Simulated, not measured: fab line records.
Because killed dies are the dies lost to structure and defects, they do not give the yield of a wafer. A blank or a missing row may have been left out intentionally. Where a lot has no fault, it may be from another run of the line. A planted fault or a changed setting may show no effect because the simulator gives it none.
Comparing a struck lot with a sound one + flow sky130 + 17 out of 708 route steps
Sound: wafers L699.4, L699.5, L699.6. Wafers struck: L711.2, L711.4, L711.5. The cause is given at the end.
For every step that has rows: the tool of each side, followed by ch and its chambers, followed by its first start. Under that, the readings that differ: sound wafers + struck wafers + difference of the means + sigmas: that difference in standard deviations of wafers without a fault.
alike: readings with means less than 2 such deviations apart, plus words and numbers identical on both sides. not compared: withheld readings, readings lacking a value on some wafer, bounds such as >300 that could conceal the same value, and numbers that have no deviation in the record and whose values overlap.
Wherever a step has rows on one side only, a row that says differs or no value, or a row with sigmas, the two part there. Numbers that don't overlap but have no deviation are shown without sigmas and don't part them. A reading missing from all wafers of one side parts the sides only when that side holds two or more wafers.

first, 4 steps without rows for these wafers: SKY_LDD_LDN_SOFTBAKE_03 (time 60 s); SKY_LDD_LDN_EXPOSE_04 (exposes mask LDNTM, target cd 700 nm); SKY_LDD_LDN_PEB_05; SKY_LDD_LDN_DEVELOP_06 (develop time 60 s).
SKY_LDD_LDN_OVL_MEAS_07:
  sound on overlay-01, day 23 07:58; struck on overlay-02, day 27 11:39
| reading          | sound       | struck         | difference | sigmas |
|------------------|-------------|----------------|------------|--------|
| LDD_LDN_OVL (nm) | 0.9 1.0 1.1 | -2.1 -1.7 -2.7 | -3.2       | -2     |
then, 4 steps without rows for these wafers: SKY_LDD_LDN_IMPLANT_08; SKY_LDD_LDN_IMPLANT_09; SKY_LDD_LDN_IMPLANT_10; SKY_LDD_LDN_IMPLANT_11.
SKY_LDD_LDN_STRIP_12: strips in O2/N2.
  sound on plasmaAsher-03 ch 0,1, day 23 08:37; struck on plasmaAsher-03 ch 0,1, day 27 12:17
  alike: drypumpMotorCurrentA, oesProductAu, stripTimeToEndpointS
  not compared: rfHoursCounterH
SKY_LDD_LDN_TW_MEAS_13:
  sound on filmMetro-02, day 23 08:43; struck on filmMetro-02, day 27 12:23
  alike: LDD_LDN_TW
then, 1 step without rows for these wafers: SKY_LDD_LDN_CLEAN_14 (cleans in SC1/SC2, time 150 s).
SKY_SPACER_CVD_00: deposits Si3N4 from DCS/NH3, target thk 43.1 nm, time 740 s.
  sound on lpcvd-02 ch 1, day 23 08:50; struck on lpcvd-02 ch 1, day 27 13:29
  alike: spikeTcTopC, zonePowerLowerPct
SKY_SPACER_THK_MEAS_01:
  sound on filmMetro-04, day 23 10:05; struck on filmMetro-03, day 27 14:42
| reading                | sound          | struck         | difference | sigmas |
|------------------------|----------------|----------------|------------|--------|
| SPACER_CVD_00_THK (nm) | 43.9 43.6 43.9 | 34.7 34.6 34.5 | -9.2       | -24    |
SKY_SPACER_ETCHBACK_02: etches Si3N4 in CH3F/O2, stops on SiO2, time 46.7 s, target depth 45 nm.
  sound on rieDiel-02 ch 0,3, day 23 10:07; struck on rieDiel-03 ch 2,3, day 27 14:45
| reading             | sound             | struck            | difference | sigmas |
|---------------------|-------------------|-------------------|------------|--------|
| oesProductAu (a.u.) | 0.859 0.858 0.866 | 0.761 0.761 0.773 | -0.096     | -15    |
  alike: drypumpMotorCurrentA, throttleValvePct
  not compared: rfHoursCounterH
then, 1 step without rows for these wafers: SKY_POLY_CUT_DEHYDRATE_00 (time 60 s).
-- here the record skips 21 days between the struck wafers' starts before and after, leaving off in module POLY_CUT and picking up in module PAD_OPEN (first step shown: number 708 of the route) --
SKY_PAD_OPEN_PROBE_99:
  sound on prober-02, day 46 03:20; struck on prober-02, day 49 00:10
| reading                                      | sound                       | struck                  | difference | sigmas |
|----------------------------------------------|-----------------------------|-------------------------|------------|--------|
| model.etest.pfet_01v8.driveUaUmRimLessCentre | -4.526 -2.335 -4.674        | 9.755 5.457 7.354       | +11.367    |        |
| model.etest.pfet_01v8.driveUaUmRange         | 9.279 6.775 6.176           | 15.33 12.9 12.84        | +6.28      |        |
| model.etest.pfet_01v8.vtVRimLessCentre       | -0.01193 -0.01178 -0.002993 | 0.01556 0.01358 0.01417 | +0.02334   |        |
  alike: killed_at_M0_to_M3, killed_at_M4_up, killedAtContacts, killedAtFrontEnd, killedAtOther, killedDies, killedOpen, killedShort
  not compared: model.etest.nfet_01v8.driveUaUmRimLessCentre, model.etest.nfet_01v8.driveUaUmRange, model.etest.pfet_01v8.vtVRange

WHERE THEY PART
Earliest at SKY_LDD_LDN_OVL_MEAS_07; latest, in this record, at SKY_SPACER_ETCHBACK_02. Later steps at which nothing parts them and some readings are alike: SKY_PAD_OPEN_PROBE_99.

WHY: what had been put in by the simulator
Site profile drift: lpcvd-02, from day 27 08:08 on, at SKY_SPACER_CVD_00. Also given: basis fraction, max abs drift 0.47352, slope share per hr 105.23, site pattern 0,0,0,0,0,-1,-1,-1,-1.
